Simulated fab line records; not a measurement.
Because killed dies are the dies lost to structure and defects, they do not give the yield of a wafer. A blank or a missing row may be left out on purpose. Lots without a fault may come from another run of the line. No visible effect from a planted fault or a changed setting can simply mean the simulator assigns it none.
What tool caused it? || flow gf180mcu || 14 lots with 42 wafers sampled at 4 steps, on a route of 602 steps

== WHAT THE GAUGES SHOWED, per wafer ==
GF_M1_RS_MEAS_05: a four-point-probe measurement. Usual: M1_ALCU_RS 0.0690 ohm/sq, standard deviation 0.00087.
{"lot": "L482", "measured": "day 16 23:55", "on": "film-metro-02", "M1_ALCU_RS (ohm/sq)": "0.0695 0.0679 0.0680", "flag": ""}
{"lot": "L484", "measured": "day 18 00:40", "on": "film-metro-04", "M1_ALCU_RS (ohm/sq)": "0.0697 0.0702 0.0696", "flag": ""}
{"lot": "L485", "measured": "day 18 07:24", "on": "film-metro-01", "M1_ALCU_RS (ohm/sq)": "0.0697 0.0678 0.0698", "flag": ""}
{"lot": "L486", "measured": "day 18 21:38", "on": "film-metro-04", "M1_ALCU_RS (ohm/sq)": "0.0695 0.0697 0.0690", "flag": ""}
{"lot": "L487", "measured": "day 18 23:07", "on": "film-metro-01", "M1_ALCU_RS (ohm/sq)": "0.0675 0.0671 0.0676", "flag": ""}
{"lot": "L488", "measured": "day 19 13:47", "on": "film-metro-02", "M1_ALCU_RS (ohm/sq)": 0.0685, "flag": ""}
{"lot": "L492", "measured": "day 21 01:05", "on": "film-metro-01", "M1_ALCU_RS (ohm/sq)": "0.0680 0.0681 0.0678", "flag": ""}
{"lot": "L493", "measured": "day 21 04:23", "on": "film-metro-01", "M1_ALCU_RS (ohm/sq)": "0.0676 0.0691 0.0683", "flag": ""}
{"lot": "L498", "measured": "day 23 00:48", "on": "film-metro-01", "M1_ALCU_RS (ohm/sq)": "0.0690 0.0696 0.0698", "flag": ""}
{"lot": "L500", "measured": "day 23 13:10", "on": "film-metro-01", "M1_ALCU_RS (ohm/sq)": "0.0690 0.0686 0.0674", "flag": ""}
{"lot": "L501", "measured": "day 23 23:12", "on": "film-metro-02", "M1_ALCU_RS (ohm/sq)": "0.0674 0.0681 0.0695", "flag": ""}
{"lot": "L503", "measured": "day 24 15:07", "on": "film-metro-01", "M1_ALCU_RS (ohm/sq)": "0.0715 0.0691 0.0711", "flag": ""}

== TOOL THAT RAN EACH LOT (tool first, then ch and the chambers of the sampled wafers, then the start) ==
{"lot": "L482", "GF_CONTACT_CMP_27": "cmp-01 ch 0,3, day 16 23:23", "GF_M1_SPUTTER_00": "pvd-sputter-01, day 16 23:41", "GF_M1_SPUTTER_02": "pvd-sputter-01, day 16 23:49"}
{"lot": "L484", "GF_CONTACT_CMP_27": "cmp-02 ch 1,3, day 18 00:11", "GF_M1_SPUTTER_00": "pvd-sputter-02, day 18 00:26", "GF_M1_SPUTTER_02": "pvd-sputter-02, day 18 00:34"}
{"lot": "L485", "GF_CONTACT_CMP_27": "cmp-02 ch 0,1, day 18 06:53", "GF_M1_SPUTTER_00": "pvd-sputter-01, day 18 07:11", "GF_M1_SPUTTER_02": "pvd-sputter-01, day 18 07:19"}
{"lot": "L486", "GF_CONTACT_CMP_27": "cmp-01 ch 0,3, day 18 21:09", "GF_M1_SPUTTER_00": "pvd-sputter-02, day 18 21:24", "GF_M1_SPUTTER_02": "pvd-sputter-02, day 18 21:32"}
{"lot": "L487", "GF_CONTACT_CMP_27": "cmp-01 ch 1,2,3, day 18 22:33", "GF_M1_SPUTTER_00": "pvd-sputter-01, day 18 22:48", "GF_M1_SPUTTER_02": "pvd-sputter-01, day 18 22:56"}
{"lot": "L488", "GF_CONTACT_CMP_27": "cmp-01 ch 0,2,3, day 19 13:21", "GF_M1_SPUTTER_00": "pvd-sputter-03, day 19 13:33", "GF_M1_SPUTTER_02": "pvd-sputter-03, day 19 13:41"}
{"lot": "L489", "GF_CONTACT_CMP_27": "cmp-01 ch 0,1,3, day 19 19:07", "GF_M1_SPUTTER_00": "-", "GF_M1_SPUTTER_02": "-"}
{"lot": "L490", "GF_CONTACT_CMP_27": "cmp-01 ch 1,2,3, day 20 03:52", "GF_M1_SPUTTER_00": "-", "GF_M1_SPUTTER_02": "-"}
{"lot": "L492", "GF_CONTACT_CMP_27": "cmp-02 ch 1,2,3, day 21 00:35", "GF_M1_SPUTTER_00": "pvd-sputter-01, day 21 00:50", "GF_M1_SPUTTER_02": "pvd-sputter-01, day 21 00:58"}
{"lot": "L493", "GF_CONTACT_CMP_27": "cmp-02 ch 1,2,3, day 21 03:56", "GF_M1_SPUTTER_00": "pvd-sputter-03, day 21 04:08", "GF_M1_SPUTTER_02": "pvd-sputter-03, day 21 04:17"}
{"lot": "L498", "GF_CONTACT_CMP_27": "cmp-02 ch 1,2, day 23 00:14", "GF_M1_SPUTTER_00": "pvd-sputter-01, day 23 00:32", "GF_M1_SPUTTER_02": "pvd-sputter-01, day 23 00:40"}
{"lot": "L500", "GF_CONTACT_CMP_27": "cmp-01 ch 2,3, day 23 12:38", "GF_M1_SPUTTER_00": "pvd-sputter-03, day 23 12:53", "GF_M1_SPUTTER_02": "pvd-sputter-03, day 23 13:01"}
{"lot": "L501", "GF_CONTACT_CMP_27": "cmp-01 ch 0,3, day 23 22:41", "GF_M1_SPUTTER_00": "pvd-sputter-03, day 23 22:56", "GF_M1_SPUTTER_02": "pvd-sputter-03, day 23 23:04"}
{"lot": "L503", "GF_CONTACT_CMP_27": "cmp-02 ch 0,1,2, day 24 14:38", "GF_M1_SPUTTER_00": "pvd-sputter-01, day 24 14:53", "GF_M1_SPUTTER_02": "pvd-sputter-01, day 24 15:01"}
- GF_CONTACT_CMP_27: polishes, stops on SiO2, t overpolish 15 s, target thk 0 nm.
- GF_M1_SPUTTER_00: material Ti, target thk 37.5 nm, time 150 s.
- GF_M1_SPUTTER_02: material AlCu, target thk 450 nm, time 23.9 s.

== AS READ BY THE TOOLS THEMSELVES (means over the sampled wafers that have a number; for cases with no such wafer, the mark the record gives instead) ==
GF_CONTACT_CMP_27. Usual: head-pressure-psi 3.500 psi, standard deviation 0.0086; motor-current-A 11.2 A, standard deviation 1.1; overpolish-run-s 14.999 s, standard deviation 0.009; retaining-ring-pressure-frac 1.000, standard deviation 0.0048; time-to-endpoint-s 71 s, standard deviation 4.
{"lot": "L482", "tool": "cmp-01", "head-pressure-psi (psi)": 3.501, "motor-current-A (A)": 10.7, "overpolish-run-s (s)": 14.997, "retaining-ring-pressure-frac": 1.002, "time-to-endpoint-s (s)": 71, "flag": ""}
{"lot": "L484", "tool": "cmp-02", "head-pressure-psi (psi)": 3.489, "motor-current-A (A)": 11.5, "overpolish-run-s (s)": 14.992, "retaining-ring-pressure-frac": 1.001, "time-to-endpoint-s (s)": 70, "flag": ""}
{"lot": "L485", "tool": "cmp-02", "head-pressure-psi (psi)": 3.503, "motor-current-A (A)": 11.8, "overpolish-run-s (s)": 14.998, "retaining-ring-pressure-frac": 0.995, "time-to-endpoint-s (s)": 74, "flag": ""}
{"lot": "L486", "tool": "cmp-01", "head-pressure-psi (psi)": 3.506, "motor-current-A (A)": 10.3, "overpolish-run-s (s)": 14.996, "retaining-ring-pressure-frac": 1.003, "time-to-endpoint-s (s)": 67, "flag": ""}
{"lot": "L487", "tool": "cmp-01", "head-pressure-psi (psi)": 3.502, "motor-current-A (A)": 10.6, "overpolish-run-s (s)": 15.000, "retaining-ring-pressure-frac": 1.004, "time-to-endpoint-s (s)": 72, "flag": ""}
{"lot": "L488", "tool": "cmp-01", "head-pressure-psi (psi)": 2.222, "motor-current-A (A)": 7.7, "overpolish-run-s (s)": 0.037, "retaining-ring-pressure-frac": 0.999, "time-to-endpoint-s (s)": 114, "flag": "OFF"}
{"lot": "L489", "tool": "cmp-01", "head-pressure-psi (psi)": 2.211, "motor-current-A (A)": 8.3, "overpolish-run-s (s)": 0.043, "retaining-ring-pressure-frac": 1.003, "time-to-endpoint-s (s)": 114, "flag": "OFF"}
{"lot": "L490", "tool": "cmp-01", "head-pressure-psi (psi)": 2.217, "motor-current-A (A)": 7.8, "overpolish-run-s (s)": 0.042, "retaining-ring-pressure-frac": 1.000, "time-to-endpoint-s (s)": 114, "flag": "OFF"}
{"lot": "L492", "tool": "cmp-02", "head-pressure-psi (psi)": 3.499, "motor-current-A (A)": 11.5, "overpolish-run-s (s)": 14.995, "retaining-ring-pressure-frac": 0.998, "time-to-endpoint-s (s)": 68, "flag": ""}
{"lot": "L493", "tool": "cmp-02", "head-pressure-psi (psi)": 3.500, "motor-current-A (A)": 11.6, "overpolish-run-s (s)": 15.005, "retaining-ring-pressure-frac": 1.005, "time-to-endpoint-s (s)": 67, "flag": ""}
{"lot": "L498", "tool": "cmp-02", "head-pressure-psi (psi)": 3.494, "motor-current-A (A)": 12.0, "overpolish-run-s (s)": 14.991, "retaining-ring-pressure-frac": 1.000, "time-to-endpoint-s (s)": 67, "flag": ""}
{"lot": "L500", "tool": "cmp-01", "head-pressure-psi (psi)": 3.510, "motor-current-A (A)": 9.8, "overpolish-run-s (s)": 14.999, "retaining-ring-pressure-frac": 0.997, "time-to-endpoint-s (s)": 72, "flag": ""}
{"lot": "L501", "tool": "cmp-01", "head-pressure-psi (psi)": 3.508, "motor-current-A (A)": 10.1, "overpolish-run-s (s)": 15.000, "retaining-ring-pressure-frac": 1.000, "time-to-endpoint-s (s)": 68, "flag": ""}
{"lot": "L503", "tool": "cmp-02", "head-pressure-psi (psi)": 3.499, "motor-current-A (A)": 11.5, "overpolish-run-s (s)": 14.998, "retaining-ring-pressure-frac": 0.999, "time-to-endpoint-s (s)": 72, "flag": ""}

GF_M1_SPUTTER_00. Usual: substrate-temp-c 200.02 C, standard deviation 0.16; throttle-valve-pct 30.2 %, standard deviation 0.92.
{"lot": "L482", "tool": "pvd-sputter-01", "substrate-temp-c (C)": 200.07, "throttle-valve-pct (%)": 30.5, "flag": ""}
{"lot": "L484", "tool": "pvd-sputter-02", "substrate-temp-c (C)": 199.73, "throttle-valve-pct (%)": 30.8, "flag": ""}
{"lot": "L485", "tool": "pvd-sputter-01", "substrate-temp-c (C)": 199.99, "throttle-valve-pct (%)": 30.3, "flag": ""}
{"lot": "L486", "tool": "pvd-sputter-02", "substrate-temp-c (C)": 199.94, "throttle-valve-pct (%)": 30.4, "flag": ""}
{"lot": "L487", "tool": "pvd-sputter-01", "substrate-temp-c (C)": 200.05, "throttle-valve-pct (%)": 30.5, "flag": ""}
{"lot": "L488", "tool": "pvd-sputter-03", "substrate-temp-c (C)": 199.90, "throttle-valve-pct (%)": 28.9, "flag": ""}
{"lot": "L492", "tool": "pvd-sputter-01", "substrate-temp-c (C)": 199.86, "throttle-valve-pct (%)": 30.2, "flag": ""}
{"lot": "L493", "tool": "pvd-sputter-03", "substrate-temp-c (C)": 200.13, "throttle-valve-pct (%)": 29.5, "flag": ""}
{"lot": "L498", "tool": "pvd-sputter-01", "substrate-temp-c (C)": 200.06, "throttle-valve-pct (%)": 30.2, "flag": ""}
{"lot": "L500", "tool": "pvd-sputter-03", "substrate-temp-c (C)": 199.96, "throttle-valve-pct (%)": 29.6, "flag": ""}
{"lot": "L501", "tool": "pvd-sputter-03", "substrate-temp-c (C)": 200.12, "throttle-valve-pct (%)": 29.1, "flag": ""}
{"lot": "L503", "tool": "pvd-sputter-01", "substrate-temp-c (C)": 200.02, "throttle-valve-pct (%)": 30.5, "flag": ""}

GF_M1_SPUTTER_02. Usual: throttle-valve-pct at 30.2 %, with a standard deviation of 0.9.
{"lot": "L482", "tool": "pvd-sputter-01", "throttle-valve-pct (%)": 30.5, "flag": ""}
{"lot": "L484", "tool": "pvd-sputter-02", "throttle-valve-pct (%)": 31.1, "flag": ""}
{"lot": "L485", "tool": "pvd-sputter-01", "throttle-valve-pct (%)": 30.1, "flag": ""}
{"lot": "L486", "tool": "pvd-sputter-02", "throttle-valve-pct (%)": 30.4, "flag": ""}
{"lot": "L487", "tool": "pvd-sputter-01", "throttle-valve-pct (%)": 30.5, "flag": ""}
{"lot": "L488", "tool": "pvd-sputter-03", "throttle-valve-pct (%)": 28.7, "flag": ""}
{"lot": "L492", "tool": "pvd-sputter-01", "throttle-valve-pct (%)": 30.3, "flag": ""}
{"lot": "L493", "tool": "pvd-sputter-03", "throttle-valve-pct (%)": 29.5, "flag": ""}
{"lot": "L498", "tool": "pvd-sputter-01", "throttle-valve-pct (%)": 30.3, "flag": ""}
{"lot": "L500", "tool": "pvd-sputter-03", "throttle-valve-pct (%)": 29.6, "flag": ""}
{"lot": "L501", "tool": "pvd-sputter-03", "throttle-valve-pct (%)": 29.1, "flag": ""}
{"lot": "L503", "tool": "pvd-sputter-01", "throttle-valve-pct (%)": 30.4, "flag": ""}

== THE ANSWER, worked out from the rows above alone ==
Rule: take the mean of a lot's wafers that have a number; if it is more than 3 standard deviations from the usual mean, the lot is off. Also off: a lot with no number at a reading for which 4 or more lots have one. The other lots that the step has rows for count as sound. First the gauges in route order, then the tools' own readings, where a lot's mean is used as printed above. The first step at which some lot is off is used, and at that step the reading that is off furthest; a lot without a number counts as furthest.
Off, at GF_CONTACT_CMP_27 on overpolish-run-s: L488, L489, L490.
A tool fits if, at that step or a process step before it, it ran every lot that is off, and no sound lot after the first of them. No candidate that was tried fits.

== WHAT HAD BEEN PUT IN BY THE SIMULATOR ==
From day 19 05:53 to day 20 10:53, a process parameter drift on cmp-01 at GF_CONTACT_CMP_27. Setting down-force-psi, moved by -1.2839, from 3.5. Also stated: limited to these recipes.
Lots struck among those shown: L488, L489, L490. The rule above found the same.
